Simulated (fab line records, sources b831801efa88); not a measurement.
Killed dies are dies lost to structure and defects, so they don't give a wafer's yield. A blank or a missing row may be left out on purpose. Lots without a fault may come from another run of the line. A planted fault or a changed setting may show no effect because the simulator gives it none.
A struck lot beside a sound one | flow sky130 | 15 steps out of a route of 708
Sound: wafers L329.2, L329.5, L329.6. Struck: wafer L350.5. (L350.1, L350.4 of the same lot were not struck and are left out.) The cause comes at the end.
At each step with rows: each side's tool, then ch and its chambers, then its first start. Under that, the readings that differ: sound wafers | struck wafers | difference of the means | sigmas: that difference in standard deviations of wafers without a fault.
alike: readings whose means differ by less than 2 such deviations, and words and numbers that are the same on both sides. not compared: withheld readings, readings that some wafer has no value for, bounds like >300 that may hide the same value, and numbers for which the record gives no deviation and whose values overlap.
The two part at a step that has a row with sigmas, a row that says differs or no value, or rows on one side only. Numbers that don't overlap but have no deviation are shown without sigmas and don't part them. A reading that every wafer of one side lacks parts them only if that side has two wafers or more.

SKY_METAL5_SPUTTER_03: material Ti, target thk 5 nm, time 3.3 s.
  sound on pvd_sputter-01, day 44 23:02; struck on pvd_sputter-01, day 49 22:49
  alike: throttle_valve_pct
SKY_METAL5_SPUTTER_04: material TiN, target thk 70 nm, time 58.3 s.
  sound on pvd_sputter-01, day 44 23:04; struck on pvd_sputter-01, day 49 22:50
  alike: throttle_valve_pct
SKY_METAL5_RS_MEAS_05: measures by four-point-probe.
  sound on film_metro-02, day 44 23:08; struck on film_metro-02, day 49 22:53
  alike: METAL5_ALCU_RS
SKY_METAL5_THK_MEAS_06: measures by xrf.
  sound on film_metro-02, day 44 23:14; struck on film_metro-02, day 49 23:00
  alike: METAL5_ALCU_THK
then, 7 steps without rows for these wafers: SKY_METAL5_DEHYDRATE_07 (time 60 s); SKY_METAL5_HMDS_08 (prime time 60 s); SKY_METAL5_COAT_09 (resist thk 1800 nm); SKY_METAL5_SOFTBAKE_10 (time 57.01 s); SKY_METAL5_EXPOSE_11 (exposes mask MM5, target cd 1600 nm); SKY_METAL5_PEB_12; SKY_METAL5_DEVELOP_13 (develop time 60 s).
SKY_METAL5_DESCUM_14: chemistry O2, time 11 s.
  sound on rie_metal-03 ch 0,1, day 45 20:39; struck on rie_metal-01 ch 0, day 50 16:36
  alike: drypump_motor_current_A, oes_product_au
  not compared: rf_hours_counter_h
SKY_METAL5_METAL_ETCH_15: etches the open film in Cl2/BCl3, stops on SiO2, target depth 1260 nm, time 252 s.
  sound on rie_metal-03 ch 0,1, day 45 20:41; struck on rie_metal-01 ch 0, day 50 16:38
  reading                                     | sound             | struck | difference | sigmas
  oes_product_au (a.u.)                       | 0.902 0.897 0.899 | 0.812  | -0.087     | -18
  model.NOVOLAK_of_METAL5_COAT_09.thk_nm (nm) | 1037 1041 1047    | 1272   | +230       |
  model.METAL5.feature_depth_nm (nm)          | 1268 1255 1267    | 1047   | -216       |
  model.etch.depth_nm (nm)                    | 1268 1255 1267    | 1047   | -216       |
  alike: bcl3_flow_sccm, drypump_motor_current_A, throttle_valve_pct
  not compared: rf_hours_counter_h
SKY_METAL5_STRIP_16: strips in O2/N2.
  sound on plasma_asher-03 ch 0,1, day 45 20:55; struck on plasma_asher-04 ch 0, day 50 16:52
  reading                      | sound             | struck | difference | sigmas
  strip_time_to_endpoint_s (s) | 13.10 13.16 13.23 | 15.78  | +2.62      | +24
  alike: drypump_motor_current_A, oes_product_au
  not compared: rf_hours_counter_h
then, 1 step without rows for these wafers: SKY_METAL5_STRIP_17 (strips in post etch residue remover, time 1200 s).

WHERE THEY PART
First at SKY_METAL5_METAL_ETCH_15; last, within this record, at SKY_METAL5_STRIP_16.

WHY: what the simulator had put in
Process parameter drift: rie_metal-01, from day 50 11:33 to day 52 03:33, at SKY_METAL5_METAL_ETCH_15. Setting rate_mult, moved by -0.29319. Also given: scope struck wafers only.
